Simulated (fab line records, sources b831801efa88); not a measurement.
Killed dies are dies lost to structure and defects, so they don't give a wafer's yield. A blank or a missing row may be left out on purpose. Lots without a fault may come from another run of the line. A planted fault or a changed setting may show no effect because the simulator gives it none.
Which tool did it? | flow sky130 | 11 lots, 33 wafers sampled, at 5 steps of a route of 708

WHAT THE GAUGES READ, wafer by wafer
SKY_SONOS_ONO_OVL_MEAS_14.
lot  | measured     | on         | SONOS_ONO_OVL (nm)
L581 | day 13 01:05 | overlay-02 | -1.0 -1.5 -0.5
L582 | day 13 11:17 | overlay-02 | -1.5 -0.8 0.0
L583 | day 13 15:36 | overlay-02 | -1.6 -1.8 -1.5
L590 | day 16 01:25 | overlay-01 | 1.0 0.3 1.2
L591 | day 16 11:14 | overlay-02 | -3.4 -2.7 -5.2
L598 | day 19 01:32 | overlay-01 | -1.1 -0.6 -2.1
L599 | day 19 05:12 | overlay-01 | 1.4 0.5 0.0
L600 | day 19 19:34 | overlay-02 | -0.7 0.2 -1.7
L601 | day 20 04:32 | overlay-02 | 0.7 -0.3 0.1
L602 | day 20 12:56 | overlay-01 | -0.4 -0.8 -1.6
L603 | day 20 19:29 | overlay-01 | -0.3 -1.4 1.8

SKY_RES_PROTECT_TW_MEAS_08.
lot  | measured     | on            | POLY_GATE_TW
L581 | day 15 10:29 | film_metro-02 | 4027 4018 4050
L582 | day 15 23:14 | film_metro-01 | 4004 4011 4011
L583 | day 16 03:22 | film_metro-02 | 3999 4025 4018
L590 | day 18 19:31 | film_metro-02 | 4030 4009 4028
L591 | day 19 06:13 | film_metro-01 | 4082 4094 4087
L598 | day 21 22:12 | film_metro-04 | 4048 4062 4045
L599 | day 22 02:02 | film_metro-02 | 4006 4002 3989
L600 | day 22 13:36 | film_metro-01 | 4064 4051 4059
L601 | day 22 22:43 | film_metro-01 | 4059 4076 4055
L602 | day 23 07:31 | film_metro-04 | 4057 4064 4059
L603 | day 23 14:00 | film_metro-01 | 4113 4115 4117

SKY_LDD_N_TW_MEAS_17.
lot  | measured     | on            | LDD_N_TW
L581 | day 18 01:45 | film_metro-04 | 2608 2597 2596
L582 | day 18 18:15 | film_metro-04 | 2605 2599 2613
L583 | day 18 22:16 | film_metro-03 | 2552 2557 2550
L590 | day 21 14:51 | film_metro-02 | 3026 3036 3023
L591 | day 22 01:10 | film_metro-04 | 3025 3041 3022
L598 | day 24 16:30 | film_metro-03 | 2579 2569 2578
L599 | day 24 19:40 | film_metro-04 | 2597 2610 2598
L600 | day 25 05:44 | film_metro-04 | 2567 2585 2583
L601 | day 25 14:46 | film_metro-04 | 2582 2591 2574
L602 | day 26 02:27 | film_metro-04 | 2584 2592 2580
L603 | day 26 07:02 | film_metro-04 | 2600 2589 2590

WHICH TOOL RAN EACH LOT (tool, then ch and the chambers of the sampled wafers, then the start)
lot  | SKY_LDD_N_IMPLANT_08            | SKY_LDD_N_STRIP_16
L581 | implanter-03 ch 0, day 18 00:28 | plasma_asher-03 ch 0,1, day 18 01:38
L582 | implanter-03 ch 0, day 18 16:58 | plasma_asher-03 ch 0,1, day 18 18:08
L583 | implanter-03 ch 0, day 18 20:59 | plasma_asher-01 ch 0,1, day 18 22:10
L590 | implanter-04 ch 0, day 21 13:33 | plasma_asher-01 ch 0,1, day 21 14:45
L591 | implanter-04 ch 0, day 21 23:54 | plasma_asher-01 ch 0,1, day 22 01:05
L598 | implanter-03 ch 0, day 24 15:12 | plasma_asher-01 ch 0,1, day 24 16:24
L599 | implanter-03 ch 0, day 24 18:24 | plasma_asher-02 ch 0,1, day 24 19:35
L600 | implanter-04 ch 0, day 25 04:26 | plasma_asher-03 ch 0,1, day 25 05:38
L601 | implanter-04 ch 0, day 25 13:28 | plasma_asher-03 ch 0, day 25 14:39
L602 | implanter-04 ch 0, day 26 01:09 | plasma_asher-01 ch 0,1, day 26 02:21
L603 | implanter-01 ch 0, day 26 05:44 | plasma_asher-02 ch 0,1, day 26 06:56
- SKY_LDD_N_IMPLANT_08
- SKY_LDD_N_STRIP_16: strips in O2/N2.

WHAT THE TOOLS THEMSELVES READ (means of the sampled wafers that have a number; where no wafer has one, the mark that the record gives instead)
SKY_LDD_N_IMPLANT_08.
lot  | tool         | beam_on_s (s) | dose_ions_cm2 | faraday_current_uA
L581 | implanter-03 | 10.17         | 7.502e+13     | 416
L582 | implanter-03 | 10.00         | 7.500e+13     | 423
L583 | implanter-03 | 10.00         | 7.501e+13     | 423
L590 | implanter-04 | 72.92         | 8.021e+14     | 620
L591 | implanter-04 | 72.98         | 8.022e+14     | 622
L598 | implanter-03 | 9.99          | 7.507e+13     | 422
L599 | implanter-03 | 10.15         | 7.510e+13     | 417
L600 | implanter-04 | 10.14         | 7.499e+13     | 416
L601 | implanter-04 | 9.96          | 7.498e+13     | 424
L602 | implanter-04 | 9.97          | 7.498e+13     | 424
L603 | implanter-01 | 9.83          | 7.499e+13     | 431

SKY_LDD_N_STRIP_16.
lot  | tool            | drypump_motor_current_A (A) | oes_product_au (a.u.) | strip_time_to_endpoint_s (s)
L581 | plasma_asher-03 | 5.7                         | 0.404                 | 4.332
L582 | plasma_asher-03 | 5.8                         | 0.404                 | 4.315
L583 | plasma_asher-01 | 5.9                         | 0.406                 | 4.302
L590 | plasma_asher-01 | 6.0                         | 0.404                 | 5.796
L591 | plasma_asher-01 | 5.7                         | 0.400                 | 5.796
L598 | plasma_asher-01 | 5.7                         | 0.401                 | 4.319
L599 | plasma_asher-02 | 5.5                         | 0.404                 | 4.318
L600 | plasma_asher-03 | 5.7                         | 0.410                 | 4.330
L601 | plasma_asher-03 | 5.6                         | 0.412                 | 4.301
L602 | plasma_asher-01 | 5.7                         | 0.408                 | 4.318
L603 | plasma_asher-02 | 5.5                         | 0.408                 | 4.321

THE ANSWER, worked out from the rows above alone
Rule: what is usual is taken from the lots themselves. Put in order of their means at a reading, lots are off if they are a third of the lots or fewer, leave a main group of 4 or more, and stand apart from it by a gap of 3 or more times the standard deviation of the main group's means; of several such gaps the widest counts. A main group whose means are all the same, to the digits that the tables above print for the reading, isn't used. A lot without any number at a reading at which 4 lots or more have one is off too. The other lots that the step has rows for count as sound. The gauges are gone through in route order, then the tools' own readings, and for those a lot's mean is taken as printed above. The first step at which some lot is off is used, and at that step the reading that is off furthest; a lot without a number counts as furthest.
Off: L590, L591, at SKY_LDD_N_TW_MEAS_17 (LDD_N_TW). The main group: mean 2586, standard deviation 15.
A tool fits if, at a process step before that reading, it ran every lot that is off, and no sound lot after the first of them. The gauges at SKY_LDD_N_TW_MEAS_17 aren't tried: what is off there is off at SKY_LDD_N_IMPLANT_08 too, on other tools, and a gauge's error can't cause that. None of those tried fits.

WHAT THE SIMULATOR HAD PUT IN
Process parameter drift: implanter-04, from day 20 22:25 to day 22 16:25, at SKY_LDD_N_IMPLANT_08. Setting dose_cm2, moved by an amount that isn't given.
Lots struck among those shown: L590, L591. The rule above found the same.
